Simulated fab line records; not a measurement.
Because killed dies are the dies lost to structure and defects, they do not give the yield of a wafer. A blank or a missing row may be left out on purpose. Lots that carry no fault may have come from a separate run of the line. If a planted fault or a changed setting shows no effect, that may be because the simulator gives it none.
Comparing a struck lot with a sound one | flow gf180mcu | 29 steps out of a route of 602
Sound: these wafers, L363.1, L363.2, L363.6. Struck: wafer L378.6 (left out: L378.3, L378.5 of the same lot, which were not struck); the cause appears at the end.
For every step that has rows: the tool of each side, followed by ch and its chambers, followed by its first start. Under that, the readings that differ: sound wafers | struck wafers | difference of the means | sigmas: that difference in standard deviations of wafers without a fault.
alike: readings with means less than 2 such deviations apart, plus words and numbers identical on both sides. not compared: withheld readings, readings lacking a value on some wafer, bounds such as >300 that could conceal the same value, and numbers that have no deviation in the record and whose values overlap.
A row with sigmas, a row that says differs or no value, or rows on one side alone: a step with any of these is where the two part. Numbers that have no deviation but don't overlap get no sigmas and don't part them. A reading missing from all wafers of one side parts the sides only when that side holds two or more wafers.

first, 3 steps without rows for these wafers: GF_PSD_EXPOSE_04 (exposes mask Pplus, target cd 400 nm); GF_PSD_PEB_05; GF_PSD_DEVELOP_06 (develop time 60 s).
GF_PSD_CD_MEAS_07 targets a cd of 400 nm.
  sound on cdSem-02, day 15 17:15; struck on cdSem-02, day 20 19:58
  alike: cdNm
GF_PSD_OVL_MEAS_08:
  sound on overlay-01, day 15 17:22; struck on overlay-01, day 20 20:03
  alike: PSD_OVL
after that, 1 step had no rows for these wafers: GF_PSD_IMPLANT_09.
GF_PSD_STRIP_10: strips in O2/N2.
  sound on plasmaAsher-01 ch 0,1, day 15 17:34; struck on plasmaAsher-01 ch 0, day 20 20:16
  alike: drypumpMotorCurrentA, heaterPowerW, oesProductAu, stripTimeToEndpointS
  not compared: rfHoursCounterH
GF_PSD_TW_MEAS_11:
  sound on filmMetro-03, day 15 17:40; struck on filmMetro-03, day 20 20:21
  alike: PSD_TW
then, 1 step without rows for these wafers: GF_PSD_CLEAN_12 (cleans in SC1/SC2, time 150 s).
GF_PSD_RTA_13: time 20 s.
  sound on rtpAnneal-01 ch 0, day 15 17:46; struck on rtpAnneal-01 ch 0, day 20 20:28
reading          | sound                | struck | difference | sigmas
wafer_temp_C_max | 1029.8 1029.4 1029.9 | 1027.9 | -1.8       | -2
  alike: lampPowerPct
GF_PSD_RS_MEAS_14: measures by four-point-probe.
  sound on filmMetro-04, day 15 17:51; struck on filmMetro-03, day 20 20:34
  alike: NSD_RS
GF_PSD_RS_MEAS_15: measures by four-point-probe.
  sound on filmMetro-04, day 15 17:58; struck on filmMetro-03, day 20 20:41
  alike: PSD_RS
GF_SAB_CVD_00: deposits SiO2 from TEOS, target thk 50 nm, time 4.9302 s.
  sound on pecvd-03 ch 0,1, day 15 18:05; struck on pecvd-03 ch 0, day 20 20:46
reading                             | sound                | struck | difference | sigmas
susceptorTempC (C)                  | 399.92 400.06 400.53 | 399.44 | -0.73      | -3
model.SiO2_of_SAB_CVD_00.thkNm (nm) | 49.44 48.13 49.32    | 53.69  | +4.73      | 
  alike: heaterPowerW
GF_SAB_THK_MEAS_01:
  sound on filmMetro-04, day 15 18:07; struck on filmMetro-04, day 20 21:02
reading             | sound          | struck | difference | sigmas
SAB_CVD_00_THK (nm) | 49.4 48.1 49.4 | 53.7   | +4.7       | +6
  not compared: hold
then, 6 steps without rows for these wafers: GF_SAB_HMDS_03 (prime time 60 s); GF_SAB_COAT_04 (resist thk 1000 nm); GF_SAB_SOFTBAKE_05 (time 60 s); GF_SAB_EXPOSE_06 (exposes mask SAB, target cd 420 nm); GF_SAB_PEB_07; GF_SAB_DEVELOP_08 (develop time 60 s).
GF_SAB_CD_MEAS_09 targets a cd of 420 nm.
  sound on cdSem-01, day 16 16:34; struck on cdSem-02, day 21 20:27
  alike: cdNm
GF_SAB_OVL_MEAS_10:
  sound on overlay-02, day 16 16:41; struck on overlay-01, day 21 20:33
  alike: SAB_OVL
GF_SAB_ETCH_11: etches SiO2 in C4F8/O2/Ar, target depth 55 nm, time 8.5 s.
  sound on rieDiel-03 ch 0,1,2, day 16 16:43; struck on rieDiel-02 ch 1, day 21 20:34
  alike: oesProductAu
  not compared: rfHoursCounterH
then, 1 step without rows for these wafers: GF_SAB_WET_ETCH_12 (etches SiO2 in dHF, target depth 22 nm, time 440 s).
GF_SAB_STRIP_13: strips in O2/N2.
  sound on plasmaAsher-01 ch 0,1, day 16 16:52; struck on plasmaAsher-01 ch 0, day 21 20:46
reading                  | sound             | struck | difference | sigmas
stripTimeToEndpointS (s) | 12.65 12.61 12.64 | 12.57  | -0.06      | -2
  alike: drypumpMotorCurrentA, heaterPowerW, oesProductAu
  not compared: rfHoursCounterH
then, 1 step without rows for these wafers: GF_SALICIDE_CLEAN_00 (cleans in SC1/SC2, time 150 s).
GF_SALICIDE_WET_ETCH_01: etches SiO2 in dHF, target depth 5 nm, time 100 s.
  sound on wetBench-04 ch 3, day 16 17:01; struck on wetBench-01 ch 2, day 21 20:52
reading                             | sound             | struck | difference | sigmas
model.SiO2_of_SAB_CVD_00.thkNm (nm) | 38.91 37.59 38.76 | 42.88  | +4.46      | 
GF_SALICIDE_SPUTTER_02: material Co, target thk 10 nm, time 20 s.
  sound on pvdSputter-04, day 16 17:04; struck on pvdSputter-03, day 21 20:55
  alike: throttleValvePct
-- the record jumps here: 12 days lie between the struck wafers' starts before and after (it left off in module SALICIDE and takes up again in module PASSIVATION, whose first step shown is number 602 of the route) --
GF_PASSIVATION_PROBE_99:
  rows exist in the record for the struck wafers here (prober-01, day 34 05:56), but not for the sound ones

## WHERE THEY PART
Earliest at GF_PSD_RTA_13; latest, in this record, at GF_PASSIVATION_PROBE_99.

WHY: whatever the simulator had introduced
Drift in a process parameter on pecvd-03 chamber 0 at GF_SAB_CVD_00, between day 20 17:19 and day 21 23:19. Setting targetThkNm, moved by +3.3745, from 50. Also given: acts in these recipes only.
